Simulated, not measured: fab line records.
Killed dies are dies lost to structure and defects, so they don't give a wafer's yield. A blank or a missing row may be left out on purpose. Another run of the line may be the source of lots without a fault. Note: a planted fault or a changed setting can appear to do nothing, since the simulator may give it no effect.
The tool behind it: which one? ; flow sky130 ; Sampling: 10 lots, 30 wafers, 5 of 708 route steps

WHAT THE GAUGES READ, wafer by wafer
SKY_SD_N_OVL_MEAS_08. Usual: SD_N_OVL gives 0.5 nm (standard deviation 1.2).
lot;measured;on;SD_N_OVL (nm);flag
L608;day 27 21:17;overlay-01;-0.7 0.6 -1.3;
L609;day 28 07:08;overlay-01;2.7 1.6 -0.1;
L614;day 30 02:20;overlay-01;1.3 -0.9 -0.2;
L619;day 32 00:05;overlay-01;0.9 1.5 2.7;
L621;day 32 19:05;overlay-01;0.5 2.7 0.2;
L623;day 33 06:59;overlay-02;0.7 1.1 0.6;
L624;day 33 12:20;overlay-02;2.1 2.5 2.3;
L627;day 34 14:23;overlay-01;-1.5 1.7 0.8;
L628;day 34 20:20;overlay-01;1.8 2.3 0.3;
L629;day 35 06:56;overlay-01;1.5 1.1 2.1;

SKY_LI_CONTACT_THK_MEAS_01. Usual: LI_CONTACT_HDPCVD_THK gives 926 nm (standard deviation 13).
lot;measured;on;LI_CONTACT_HDPCVD_THK (nm);flag
L608;day 27 22:29;film_metro-04;925 939 913;
L609;day 28 08:21;film_metro-02;948 954 925;
L614;day 30 03:32;film_metro-04;912 921 905;
L619;day 32 01:17;film_metro-04;933 936 940;
L621;day 32 20:17;film_metro-04;917 915 907;
L623;day 33 08:11;film_metro-02;930 924 916;
L624;day 33 13:32;film_metro-02;905 921 916;
L627;day 34 15:35;film_metro-04;918 939 912;
L628;day 34 21:34;film_metro-03;907 913 923;
L629;day 35 08:09;film_metro-04;942 912 946;

SKY_LOCAL_INTERCONNECT_RS_MEAS_01: uses a four-point probe to measure. Usual: LOCAL_INTERCONNECT_TIN_RS gives 14.10 ohm/sq (standard deviation 0.2).
lot;measured;on;LOCAL_INTERCONNECT_TIN_RS (ohm/sq);flag
L608;day 29 03:52;film_metro-01;13.69 13.75 13.61;
L609;day 29 14:34;film_metro-02;14.18 14.16 14.47;
L614;day 31 09:30;film_metro-01;13.91 13.98 13.99;
L619;day 33 07:08;film_metro-04;14.43 14.29 14.38;
L621;day 34 01:28;film_metro-04;13.75 13.64 13.66;
L623;day 34 13:15;film_metro-01;12.05 12.13 12.12 12.08 12.12 12.09;OFF
L624;day 34 18:44;film_metro-04;12.03 12.00 12.06 12.02 12.01 12.09;OFF
L627;day 35 20:18;film_metro-02;14.36 14.08 14.25;
L628;day 36 01:01;film_metro-02;13.95 14.06 14.25;
L629;day 36 11:24;film_metro-02;13.99 14.24 14.03;

SKY_LOCAL_INTERCONNECT_THK_MEAS_02: measures by xrf. Usual: LOCAL_INTERCONNECT_TIN_THK gives 100.3 nm (standard deviation 1.4).
lot;measured;on;LOCAL_INTERCONNECT_TIN_THK (nm);flag
L608;day 29 03:59;film_metro-01;102.2 101.7 102.3;
L609;day 29 14:40;film_metro-02;99.7 99.5 98.0;
L614;day 31 09:37;film_metro-01;101.4 101.3 101.3;
L619;day 33 07:14;film_metro-04;98.7 98.6 98.8;
L621;day 34 01:35;film_metro-04;103.5 103.7 104.3;
L623;day 34 15:08;film_metro-01;116.1 115.7 115.8 116.0 115.5 116.0;OFF
L624;day 34 22:17;film_metro-04;117.7 117.8 117.5 117.3 117.4 116.8;OFF
L627;day 35 20:25;film_metro-02;98.8 100.5 99.6;
L628;day 36 01:07;film_metro-02;101.4 100.6 98.9;
L629;day 36 11:30;film_metro-02;101.0 99.2 101.3;

WHAT TOOL EACH LOT RAN ON (gives the tool, then ch and the chambers of the sampled wafers, and finally the start)
lot;SKY_LOCAL_INTERCONNECT_SPUTTER_00
L608;pvd_sputter-04, day 29 03:47
L609;pvd_sputter-01, day 29 14:28
L614;pvd_sputter-04, day 31 09:26
L619;pvd_sputter-04, day 33 07:03
L621;pvd_sputter-03, day 34 01:24
L623;pvd_sputter-04, day 34 13:11
L624;pvd_sputter-04, day 34 18:41
L627;pvd_sputter-01, day 35 20:14
L628;pvd_sputter-03, day 36 00:55
L629;pvd_sputter-03, day 36 11:18
- SKY_LOCAL_INTERCONNECT_SPUTTER_00: material TiN, target thk 100 nm, time 83.3 s.

WHAT THE TOOLS THEMSELVES READ (means of the sampled wafers that have a number; where no wafer has one, the mark that the record gives instead)
SKY_LOCAL_INTERCONNECT_SPUTTER_00. Usual: throttle_valve_pct at 30.0 %, with a standard deviation of 1.2.
lot;tool;throttle_valve_pct (%);flag
L608;pvd_sputter-04;29.9;
L609;pvd_sputter-01;30.1;
L614;pvd_sputter-04;29.9;
L619;pvd_sputter-04;29.1;
L621;pvd_sputter-03;30.1;
L623;pvd_sputter-04;30.7;
L624;pvd_sputter-04;29.9;
L627;pvd_sputter-01;29.8;
L628;pvd_sputter-03;30.1;
L629;pvd_sputter-03;30.1;

THE ANSWER, worked out from the rows above alone
Rule: a lot counts as off when the mean over its wafers that have a number is more than 3 standard deviations away from the usual mean. Also off: a lot with no number at a reading for which 4 or more lots have one. Any other lot the step has rows for is counted as sound. The gauges are gone through in route order, then the tools' own readings, and for those a lot's mean is taken as printed above. At the first step where some lot is off, the reading lying furthest off is the one used; lots without a number count as furthest.
Off: L623, L624, seen at SKY_LOCAL_INTERCONNECT_RS_MEAS_01 (LOCAL_INTERCONNECT_TIN_RS).
A tool fits if, at a process step before that reading, it ran every lot that is off, and no sound lot after the first of them. Those tools and the gauges at SKY_LOCAL_INTERCONNECT_RS_MEAS_01 are tried in the same way. One fits: pvd_sputter-04 at SKY_LOCAL_INTERCONNECT_SPUTTER_00. Its last sound lot is L619 (day 33 07:03), its first lot that is off L623 (day 34 13:11): a fault that began between those two fits.

WHAT HAD BEEN PUT IN BY THE SIMULATOR
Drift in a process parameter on pvd_sputter-04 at SKY_LOCAL_INTERCONNECT_SPUTTER_00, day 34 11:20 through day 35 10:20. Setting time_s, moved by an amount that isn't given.
Shown lots that were struck: L623, L624. The rule above reached the same finding.
